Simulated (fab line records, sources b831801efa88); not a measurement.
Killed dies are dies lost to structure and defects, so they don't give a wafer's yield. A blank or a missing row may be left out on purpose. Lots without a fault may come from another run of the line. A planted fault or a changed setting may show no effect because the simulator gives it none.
A struck lot beside a sound one | flow sky130 | 18 steps out of a route of 708
Sound: wafers L133.2, L133.3, L133.6. Struck: wafers L131.3, L131.4, L131.5. The cause comes at the end.
At each step with rows: each side's tool, then ch and its chambers, then its first start. Under that, the readings that differ: sound wafers | struck wafers | difference of the means | sigmas: that difference in standard deviations of wafers without a fault.
alike: readings whose means differ by less than 2 such deviations, and words and numbers that are the same on both sides. not compared: withheld readings, readings that some wafer has no value for, bounds like >300 that may hide the same value, and numbers for which the record gives no deviation and whose values overlap.
The two part at a step that has a row with sigmas, a row that says differs or no value, or rows on one side only. Numbers that don't overlap but have no deviation are shown without sigmas and don't part them. A reading that every wafer of one side lacks parts them only if that side has two wafers or more.

SKY_FIELD_ISO_BOW_MEAS_00:
  sound on film_metro-02, day 4 18:01; struck on film_metro-04, day 4 08:02
  alike: INCOMING_BOW
then, 1 step without rows for these wafers: SKY_FIELD_ISO_OXIDATION_01 (stabilise 600 s, purge 300 s, target thk 12 nm).
SKY_FIELD_ISO_THK_MEAS_02:
  sound on film_metro-04, day 4 19:38; struck on film_metro-02, day 4 09:39
  alike: FIELD_ISO_OXIDATION_00_THK
then, 1 step without rows for these wafers: SKY_FIELD_ISO_CVD_03 (deposits Si3N4 from DCS/NH3, target thk 165 nm, time 2830 s).
SKY_FIELD_ISO_THK_MEAS_04:
  sound on film_metro-02, day 4 21:29; struck on film_metro-02, day 4 12:38
  alike: FIELD_ISO_CVD_03_THK
then, 3 steps without rows for these wafers: SKY_FIELD_ISO_DEHYDRATE_05 (time 60 s); SKY_FIELD_ISO_HMDS_06 (prime time 60 s); SKY_FIELD_ISO_COAT_07 (resist thk 60 nm).
SKY_FIELD_ISO_COAT_08: resist thk 450 nm.
  sound on litho_track-02 ch 0, day 5 06:00; struck on litho_track-04 ch 0, day 4 21:00
  reading                                          | sound                | struck               | difference | sigmas
  spin_speed_rpm (rpm)                             | 2998.8 2995.2 2999.0 | 3056.0 3054.4 3060.9 | +59.4      | +35
  model.KrF-thick_of_FIELD_ISO_COAT_08.thk_nm (nm) | 449.4 448.5 449.1    | 444.2 445.4 445      | -4.1       |
then, 4 steps without rows for these wafers: SKY_FIELD_ISO_SOFTBAKE_09 (time 90 s); SKY_FIELD_ISO_EXPOSE_10 (exposes mask FOM, target cd 150 nm); SKY_FIELD_ISO_PEB_11; SKY_FIELD_ISO_DEVELOP_12 (develop time 60 s).
SKY_FIELD_ISO_CD_MEAS_13: target cd 150 nm.
  sound on cd_sem-01, day 5 15:56; struck on cd_sem-02, day 5 06:28
  alike: cd_nm
SKY_FIELD_ISO_ETCH_14: etches BARC in N2/H2, stops on SiO2, time 45.9 s, target depth 60 nm.
  sound on rie_diel-01 ch 0,1, day 5 16:02; struck on rie_diel-03 ch 0,1,2, day 5 06:32
  alike: drypump_motor_current_A, oes_product_au, throttle_valve_pct
  not compared: rf_hours_counter_h
SKY_FIELD_ISO_ETCH_15: etches the open film in CHF3/O2, stops on Si, target depth 180 nm, time 72 s.
  sound on rie_diel-01 ch 0,1, day 5 16:05; struck on rie_diel-03 ch 0,1,2, day 5 06:35
  alike: drypump_motor_current_A, oes_product_au, throttle_valve_pct
  not compared: rf_hours_counter_h, model.KrF-thick_of_FIELD_ISO_COAT_08.thk_nm
SKY_FIELD_ISO_STRIP_16: strips in O2/N2.
  sound on plasma_asher-04 ch 0, day 5 16:08; struck on plasma_asher-02 ch 0,1, day 5 06:40
  alike: drypump_motor_current_A, oes_product_au, strip_time_to_endpoint_s
  not compared: rf_hours_counter_h
-- the record jumps here: 44 days lie between the struck wafers' starts before and after (it left off in module FIELD_ISO and takes up again in module PAD_OPEN, whose first step shown is number 708 of the route) --
SKY_PAD_OPEN_PROBE_99:
  the record has rows for the struck wafers here (prober-01, day 49 13:39) and none for the sound ones

WHERE THEY PART
First at SKY_FIELD_ISO_COAT_08; last, within this record, at SKY_PAD_OPEN_PROBE_99.

WHY: what the simulator had put in
Process parameter drift: litho_track-04, from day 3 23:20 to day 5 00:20, at SKY_FIELD_ISO_COAT_08. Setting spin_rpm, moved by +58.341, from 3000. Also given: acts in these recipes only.
